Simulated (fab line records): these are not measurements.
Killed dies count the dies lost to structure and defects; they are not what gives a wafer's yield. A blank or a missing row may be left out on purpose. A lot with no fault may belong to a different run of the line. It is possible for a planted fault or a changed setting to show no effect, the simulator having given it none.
A lot that was struck, set against a sound lot :: flow gf180mcu :: 15 steps out of a route of 602
Sound: the wafers L390.1, L390.2, L390.6. Struck: wafer L397.6. (L397.4, L397.5 of the same lot were not struck and are left out.) The cause comes at the end.
For every step that has rows: the tool of each side, followed by ch and its chambers, followed by its first start. Under that, the readings that differ: sound wafers :: struck wafers :: difference of the means :: sigmas: that difference in standard deviations of wafers without a fault.
alike: a reading whose means differ by less than 2 such deviations, as well as words and numbers matching on both sides. not compared: withheld readings; readings where some wafer has no value; bounds like >300 that might hide an equal value; numbers whose values overlap and for which the record gives no deviation.
A row with sigmas, a row that says differs or no value, or rows on one side alone: a step with any of these is where the two part. Non-overlapping numbers with no deviation appear without sigmas and do not part them. A reading missing from all wafers of one side parts the sides only when that side holds two or more wafers.

first, 3 steps without rows for these wafers: GF_M2_STRIP_18 (strips in post etch residue remover, time 1200 s); GF_M2_CLEAN_19 (cleans in DIW); GF_V2_CVD_00 (deposits SiO2, target thk 600 nm, time 100 s).
GF_V2_THK_MEAS_01:
  sound on film_metro-01 at day 22 11:04; struck on film_metro-04 at day 24 20:22
  alike: V2_CVD_00_THK
GF_V2_CVD_02: deposits SiO2 from TEOS, target thk 850 nm, time 94.851 s.
  sound on pecvd-04 ch 0,1, day 22 11:08; struck on pecvd-03 ch 0, day 24 20:26
  alike: heater_power_outer_w, heater_power_w
GF_V2_THK_MEAS_03:
  sound on film_metro-04 at day 22 11:12; struck on film_metro-04 at day 24 20:29
  alike: V2_CVD_02_THK
GF_V2_CMP_04: polishes SiO2.
  sound on cmp-01 ch 0,1,2, day 22 11:19; struck on cmp-01 ch 2, day 24 20:40
reading: platen_rpm (rpm)
sound: 59.97 59.96 59.98
struck: 60.05
difference: +0.08
sigmas: +2
  alike: motor_current_A, time_to_endpoint_s
GF_V2_BOW_MEAS_05:
  sound on film_metro-03 at day 22 11:34; struck on film_metro-04 at day 24 20:53
  alike: V2_BOW
then, 4 steps without rows for these wafers: GF_V2_DEHYDRATE_06 (time 60 s); GF_V2_HMDS_07 (prime time 60 s); GF_V2_COAT_08; GF_V2_COAT_09 (resist thk 1000 nm).
GF_V2_SOFTBAKE_10: time 60 s.
  sound on litho_track-04 ch 0, day 22 23:00; struck on litho_track-04 ch 0, day 25 07:00
reading: chill_plate_temp_C (C)
sound: 22.80 22.72 22.86
struck: 23.16
difference: +0.37
sigmas: +4

reading: heater_power_total_W (W)
sound: 93.13 93.02 93.04
struck: 96.30
difference: +3.24
sigmas: +52

reading: run_length_s (s)
sound: 89.15 89.11 89.10
struck: 83.56
difference: -5.56
sigmas: -23
then, 2 steps without rows for these wafers: GF_V2_EXPOSE_11 (exposes mask Via2, target cd 260 nm); GF_PASSIVATION_PROBE_99.

## WHERE THEY PART
First at GF_V2_CMP_04; last, within this record, at GF_V2_SOFTBAKE_10.

WHY: whatever the simulator had introduced
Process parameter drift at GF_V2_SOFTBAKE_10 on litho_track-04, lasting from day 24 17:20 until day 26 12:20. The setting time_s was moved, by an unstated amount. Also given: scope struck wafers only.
